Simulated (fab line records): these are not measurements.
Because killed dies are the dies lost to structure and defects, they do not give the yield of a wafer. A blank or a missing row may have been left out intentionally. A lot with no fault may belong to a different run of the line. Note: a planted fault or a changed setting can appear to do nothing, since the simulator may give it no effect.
fab line records    flow sky130
record: lots: 14  wafers: 40  last_day: 49
route steps=708 shown LOCAL_INTERCONNECT@400 VIA4@642 METAL5@665 PAD_OPEN@708
lots that met no fault: from a run of the same line without faults
start_h: start of the lot's first displayed wafer, in hours after the record's first day    wait_h: time in hours since the lot's previous step    " unchanged from the row above    L1.1+2: a row that stands for several wafers    - no value, or no start given    * or withheld: withheld    < > ~ a bound
route shown NAME@n: a module of which the file shows steps, and the number in the route of the first    usual: mean/standard deviation of fault-free wafers    same: alike in all rows    chamber/n: place in a boat    sites: each site's reading    _std_site: how widely they spread, as a standard deviation    _edge_site: inner sites' mean taken away from outer sites' mean    radius_mm: for every site, how far away it sits from the centre of the wafer    mask NAME#n: copy n    behind: the last tool/chamber to shape the wafer    hold: what put the lot on hold/how long, in hours/how the hold closed    device: which transistor (n, p or np) failed to switch    end of line: tests of these same wafers at the route's end    a step given without rows: its recipe and nothing more    killed: dies lost to structure and defects at the first sort, not the wafer's yield    map: dies across one wafer; x = killed, . = not, _ = none there
set.NAME: setting as actually run; set.NAME@STEP: the setting as run at that earlier step    model.NAME: the simulator's own value behind a step, which no gauge read
one table for each step of the route and one row for each wafer, over a sample of lots
services: from which hour (start_h, from the record's first day; less than 0 if before it) a tool's chamber was out of use, for how many hours, and why
== steps ==
step: SKY_LOCAL_INTERCONNECT_ETCH_13
recipe: chemistry: N2/H2  target: BARC  ion_energy_ev: 204.9  bias_w: 100  pressure_mtorr: 30  n2_flow_sccm: 100  h2_flow_sccm: 200  icp_w: 500  stop_on: SiO2  time_s: 45.9  target_depth_a: 600
usual: drypump_motor_current_A: 5.3/0.42  oes_product_au: 0.855/0.0045  throttle_valve_pct: 13.225/0.0091
lot.wafer  tool          chamber  start_h  wait_h  drypump_motor_current_A  oes_product_au  rf_hours_counter_h  throttle_valve_pct
L723.1     rie_metal-01  0        723.65   0.0     5.6                      0.856           5                   13.211
L723.4     "             1        "        "       5.1                      0.857           -                   13.200
L723.6     "             0        "        "       5.6                      0.856           -                   13.220
L725.1     rie_metal-01  1        732.59   0.0     5.0                      0.860           0                   13.224
L725.2     "             0        "        "       5.6                      0.857           5                   13.216
L725.6     "             0        "        "       5.6                      0.853           -                   13.225
L724.2     rie_metal-02  0        737.34   0.0     6.0                      0.853           13                  13.222
L724.4     "             1        "        "       4.7                      0.857           -                   13.207
L724.5     "             1        "        "       4.7                      0.854           -                   13.228
L726.3     rie_metal-01  1        742.81   0.0     5.1                      0.861           -                   13.238
L726.4     "             0        "        "       5.6                      0.851           -                   13.205
L726.5     "             1        "        "       5.1                      0.862           -                   13.222
L727.3     rie_metal-02  1        750.18   0.1     4.7                      0.861           -                   13.227
L727.5     "             1        "        "       4.7                      0.863           -                   13.219
L727.6     "             1        "        "       4.7                      0.847           -                   13.223
L729.2     rie_metal-01  0        759.54   0.0     5.6                      0.851           6                   13.231
L729.3     "             0        "        "       5.6                      0.853           -                   13.226
L730.1     rie_metal-03  1        775.44   0.0     5.2                      0.856           12                  13.225
L730.3     "             1        "        "       5.2                      0.856           -                   13.224
L730.5     "             0        "        "       5.8                      0.862           -                   13.208
L731.1     rie_metal-03  1        783.79   0.0     5.2                      0.851           13                  13.248
L731.5     "             0        "        "       5.8                      0.849           -                   13.228
L733.1     rie_metal-03  0        790.74   0.0     5.8                      0.859           9                   13.219
L733.3     "             1        "        "       5.3                      0.858           -                   13.241
L733.6     "             0        "        "       5.8                      0.861           -                   13.204
L734.2     rie_metal-01  1        794.24   0.0     5.1                      0.861           3                   13.231
L734.5     "             1        "        "       5.1                      0.853           -                   13.228
L734.6     "             0        "        "       5.6                      0.859           -                   13.231
L735.4     rie_metal-03  1        812.01   0.0     5.2                      0.854           -                   13.233
L735.5     "             1        "        "       5.2                      0.857           -                   13.211
L735.6     "             0        "        "       5.8                      0.862           -                   13.213
L736.1     rie_metal-03  0        823.55   0.0     5.8                      0.855           10                  13.216
L736.2     "             1        "        "       5.2                      0.859           14                  13.239
L736.6     "             1        "        "       5.2                      0.856           -                   13.239
L740.3     rie_metal-03  1        846.11   0.0     5.2                      0.859           -                   13.220
L740.5     "             1        "        "       5.2                      0.858           -                   13.215
L740.6     "             0        "        "       5.8                      0.851           -                   13.212
L741.1     rie_metal-03  1        855.85   0.0     5.2                      0.856           15                  13.225
L741.3     "             1        "        "       5.2                      0.857           -                   13.223
L741.5     "             0        "        "       5.8                      0.852           -                   13.218
step: SKY_VIA4_BOW_MEAS_03
recipe: mode: bow
usual: VIA4_BOW: 79/9.5
lot.wafer  tool           chamber  start_h  wait_h  VIA4_BOW[um]
L723.1     film_metro-04  -        996.25   0.2     94
L723.4     "              -        "        "       89
L723.6     "              -        "        "       101
L725.1     film_metro-02  -        1004.92  0.2     91
L725.2     "              -        "        "       86
L725.6     "              -        "        "       92
L724.2     film_metro-04  -        1008.73  0.1     93
L724.4     "              -        "        "       83
L724.5     "              -        "        "       86
L726.3     film_metro-01  -        1013.01  0.2     73
L726.4     "              -        "        "       80
L726.5     "              -        "        "       66
L727.3     film_metro-01  -        1018.94  0.2     81
L727.5     "              -        "        "       88
L727.6     "              -        "        "       83
L729.2     film_metro-01  -        1026.37  0.1     73
L729.3     "              -        "        "       64
L730.1     film_metro-02  -        1039.89  0.2     74
L730.3     "              -        "        "       67
L730.5     "              -        "        "       70
L731.1     film_metro-01  -        1048.87  0.1     74
L731.5     "              -        "        "       68
L733.1     film_metro-01  -        1053.58  0.1     95
L733.3     "              -        "        "       83
L733.6     "              -        "        "       93
L734.2     film_metro-04  -        1056.15  0.3     76
L734.5     "              -        "        "       80
L734.6     "              -        "        "       76
L735.4     film_metro-01  -        1070.47  0.3     77
L735.5     "              -        "        "       80
L735.6     "              -        "        "       83
L736.1     film_metro-02  -        1079.75  0.1     80
L736.2     "              -        "        "       73
L736.6     "              -        "        "       76
L740.3     film_metro-02  -        1100.57  0.2     78
L740.5     "              -        "        "       92
L740.6     "              -        "        "       91
L741.1     film_metro-04  -        1107.59  0.2     77
L741.3     "              -        "        "       73
L741.5     "              -        "        "       72
step: SKY_VIA4_OVL_MEAS_11
usual: VIA4_OVL: 1.2/1.5
lot.wafer  tool        chamber  start_h  wait_h  VIA4_OVL[nm]
L723.1     overlay-02  -        1019.06  0.1     2.3
L723.4     "           -        "        "       2.2
L723.6     "           -        "        "       1.5
L725.1     overlay-01  -        1027.78  0.1     0.6
L725.2     "           -        "        "       1.5
L725.6     "           -        "        "       1.7
L724.2     overlay-02  -        1030.71  0.1     4.0
L724.4     "           -        "        "       3.5
L724.5     "           -        "        "       2.3
L726.3     overlay-01  -        1036.14  0.1     3.4
L726.4     "           -        "        "       3.5
L726.5     "           -        "        "       2.8
L727.3     overlay-01  -        1040.89  0.1     1.4
L727.5     "           -        "        "       1.6
L727.6     "           -        "        "       -1.7
L729.2     overlay-01  -        1048.92  0.1     1.4
L729.3     "           -        "        "       0.8
L730.1     overlay-02  -        1061.03  0.1     2.7
L730.3     "           -        "        "       2.0
L730.5     "           -        "        "       2.2
L731.1     overlay-02  -        1069.45  0.1     -0.9
L731.5     "           -        "        "       0.3
L733.1     overlay-02  -        1074.66  0.1     2.2
L733.3     "           -        "        "       2.0
L733.6     "           -        "        "       1.1
L734.2     overlay-02  -        1077.29  0.1     2.3
L734.5     "           -        "        "       4.7
L734.6     "           -        "        "       1.7
L735.4     overlay-02  -        1091.48  0.1     0.4
L735.5     "           -        "        "       0.5
L735.6     "           -        "        "       -0.3
L736.1     overlay-02  -        1100.88  0.1     0.9
L736.2     "           -        "        "       0.1
L736.6     "           -        "        "       -0.2
L740.3     overlay-01  -        1119.61  0.1     1.5
L740.5     "           -        "        "       2.5
L740.6     "           -        "        "       -0.1
L741.1     overlay-02  -        1127.02  0.1     1.3
L741.3     "           -        "        "       1.0
L741.5     "           -        "        "       3.0
step: SKY_METAL5_SPUTTER_04
recipe: material: TiN  target_thk_nm: 70  power_w: 6500  time_s: 58.3  chamber_pressure_pa: 0.4
usual: throttle_valve_pct: 30.1/0.96
lot.wafer  tool            chamber  start_h  wait_h  throttle_valve_pct
L723.1     pvd_sputter-01  -        1020.57  0.0     30.7
L723.4     "               -        "        "       29.8
L723.6     "               -        "        "       30.8
L725.1     pvd_sputter-01  -        1029.55  0.0     29.6
L725.2     "               -        "        "       30.4
L725.6     "               -        "        "       30.5
L724.2     pvd_sputter-04  -        1032.39  0.0     32.5
L724.4     "               -        "        "       28.5
L724.5     "               -        "        "       32.3
L726.3     pvd_sputter-04  -        1037.64  0.0     31.5
L726.4     "               -        "        "       32.4
L726.5     "               -        "        "       30.4
L727.3     pvd_sputter-01  -        1042.56  0.0     28.9
L727.5     "               -        "        "       30.1
L727.6     "               -        "        "       28.7
L729.2     pvd_sputter-04  -        1050.43  0.0     31.2
L729.3     "               -        "        "       30.1
L730.1     pvd_sputter-04  -        1063.64  0.0     31.2
L730.3     "               -        "        "       32.2
L730.5     "               -        "        "       28.6
L731.1     pvd_sputter-02  -        1072.03  0.0     29.5
L731.5     "               -        "        "       29.2
L733.1     pvd_sputter-02  -        1076.19  0.0     29.9
L733.3     "               -        "        "       29.7
L733.6     "               -        "        "       29.6
L734.2     pvd_sputter-02  -        1078.86  0.0     29.8
L734.5     "               -        "        "       30.1
L734.6     "               -        "        "       29.7
L735.4     pvd_sputter-04  -        1092.97  0.0     32.2
L735.5     "               -        "        "       30.2
L735.6     "               -        "        "       32.4
L736.1     pvd_sputter-02  -        1102.39  0.0     29.6
L736.2     "               -        "        "       29.6
L736.6     "               -        "        "       29.8
L740.3     pvd_sputter-04  -        1121.11  0.0     32.2
L740.5     "               -        "        "       30.5
L740.6     "               -        "        "       31.3
L741.1     pvd_sputter-01  -        1128.66  0.0     28.9
L741.3     "               -        "        "       30.4
L741.5     "               -        "        "       30.6
step: SKY_PAD_OPEN_PROBE_99
usual: killed_at_M0_to_M3: 44/6.3  killed_at_M4_up: 3.1/1.8  killed_at_contacts: 25/5.1  killed_at_front_end: 15/4.1  killed_at_other: 0.3/0.71  killed_dies: 87/8.8  killed_open: 47/6.8  killed_short: 40/6.7
same: gross_dies: 492  killed_at_back_side: 0
lot.wafer  tool       chamber  start_h  wait_h  killed_at_M0_to_M3  killed_at_M4_up  killed_at_contacts  killed_at_front_end  killed_at_other  killed_dies  killed_open  killed_short
L740.3     prober-01  -        1179.23  0.2     38                  3                92                  12                   0                145          46           35
L740.5     prober-01  -        1179.33  0.2     27                  1                77                  11                   0                116          29           29
L740.6     prober-01  -        1179.38  0.2     46                  1                19                  15                   0                81           48           33
L741.1     prober-02  -        1186.05  0.1     40                  2                91                  19                   0                152          44           44
L741.3     prober-02  -        1186.15  0.2     37                  1                79                  16                   0                133          50           19
L741.5     prober-02  -        1186.25  0.2     49                  4                28                  16                   0                97           58           39
killed by level:class
L740.3 LOCAL_INTERCONNECT:unspecified=64 CONTACT:geometric_particle:open=10 VIA2:geometric_particle:open=9 LI_CONTACT:geometric_particle:open=7 CONTACT:geometric_particle:short=7 VIA1:geometric_particle:open=7 VIA3:geometric_particle:open=6 FIELD_ISO:geometric_particle:short=4
L740.5 LOCAL_INTERCONNECT:unspecified=58 CONTACT:geometric_particle:short=5 VIA2:geometric_particle:open=5 LI_CONTACT:geometric_particle:open=4 LOCAL_INTERCONNECT:geometric_particle:short=4 VIA3:geometric_particle:open=4 POLY_GATE:geometric_particle:short=3 LI_CONTACT:geometric_particle:short=3
L740.6 VIA3:geometric_particle:open=11 VIA1:geometric_particle:open=9 FIELD_ISO:geometric_particle:short=7 LI_CONTACT:geometric_particle:open=7 VIA2:geometric_particle:open=6 CONTACT:geometric_particle:open=6 METAL2:geometric_particle:short=4 POLY_GATE:geometric_particle:open=3
L741.1 LOCAL_INTERCONNECT:unspecified=60 CONTACT:geometric_particle:open=12 CONTACT:geometric_particle:short=10 VIA1:geometric_particle:open=10 LI_CONTACT:geometric_particle:open=5 VIA2:geometric_particle:open=5 VIA3:geometric_particle:short=5 FIELD_ISO:geometric_particle:short=4
L741.3 LOCAL_INTERCONNECT:unspecified=64 VIA1:geometric_particle:open=10 VIA3:geometric_particle:open=10 CONTACT:geometric_particle:open=7 LI_CONTACT:geometric_particle:open=5 VIA2:geometric_particle:open=5 POLY_GATE:geometric_particle:short=4 POLY_GATE:geometric_particle:open=4
L741.5 VIA1:geometric_particle:open=13 LI_CONTACT:geometric_particle:open=11 CONTACT:geometric_particle:open=8 VIA2:geometric_particle:open=6 VIA3:geometric_particle:open=6 METAL1:geometric_particle:short=5 METAL2:geometric_particle:short=5 FIELD_ISO:geometric_particle:short=4
== services ==
tool            chamber  start_h  hours  kind
rie_metal-02    -        714.61   2.8    pm
pvd_sputter-04  2        717.81   -      consumable_replace:kit
rie_metal-02    0        731.59   3.6    repair
rie_metal-02    0        746.36   12.7   repair
rie_metal-03    -        787.59   2.8    pm
pvd_sputter-04  -        795.92   4.5    repair
pvd_sputter-02  -        820.10   6.1    repair
pvd_sputter-02  -        872.50   2.2    repair
rie_metal-03    1        909.23   -      clean
rie_metal-03    1        909.23   18.8   scheduled_down
rie_metal-03    1        909.23   18.8   vent_cycle
pvd_sputter-02  -        911.97   3.1    repair
pvd_sputter-02  -        924.66   0.9    repair
rie_metal-02    -        990.33   2.1    repair
pvd_sputter-01  -        993.17   8.9    repair
pvd_sputter-04  -        1009.33  5.6    repair
rie_metal-03    0        1053.22  -      clean
rie_metal-03    0        1053.22  16.4   scheduled_down
rie_metal-03    0        1053.22  16.4   vent_cycle
rie_metal-02    -        1064.07  1.4    pm
pvd_sputter-02  -        1076.90  0.5    repair
rie_metal-03    1        1083.41  3.6    repair
pvd_sputter-01  -        1083.56  1.7    repair
rie_metal-02    0        1108.04  1.9    repair
== key ==
first_sign: step: SKY_PAD_OPEN_PROBE_99  reading: killed_at_contacts  direction: up  sigmas: 12  usual: 25  struck: 85
effect: step: SKY_PAD_OPEN_PROBE_99  reading: killed_dies  direction: up  sigmas: 5.7  usual: 87  struck: 136
met_at SKY_LOCAL_INTERCONNECT_ETCH_13
struck_lots L740,L741
struck_wafers L740.3,L740.5,L741.1,L741.3
tester_left_out L740,L741
not_acting_at SKY_VIA4_BOW_MEAS_03,SKY_VIA4_OVL_MEAS_11,SKY_METAL5_SPUTTER_04
onset_between 823.55 846.11
fault: kind: chamber_particle_source  tool: rie_metal-03  chamber: 1  onset_h: 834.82  steps: SKY_LOCAL_INTERCONNECT_ETCH_13  rate_per_visit_cm2: 1.4523  end_h: 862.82
tester_left_out: of these lots the tester's yield and bins aren't shown, on N5 and GAA mostly nor the transistor test; their killed dies are dies lost to structure and defects alone, not to doping, threshold or leakage, so they don't give the yield
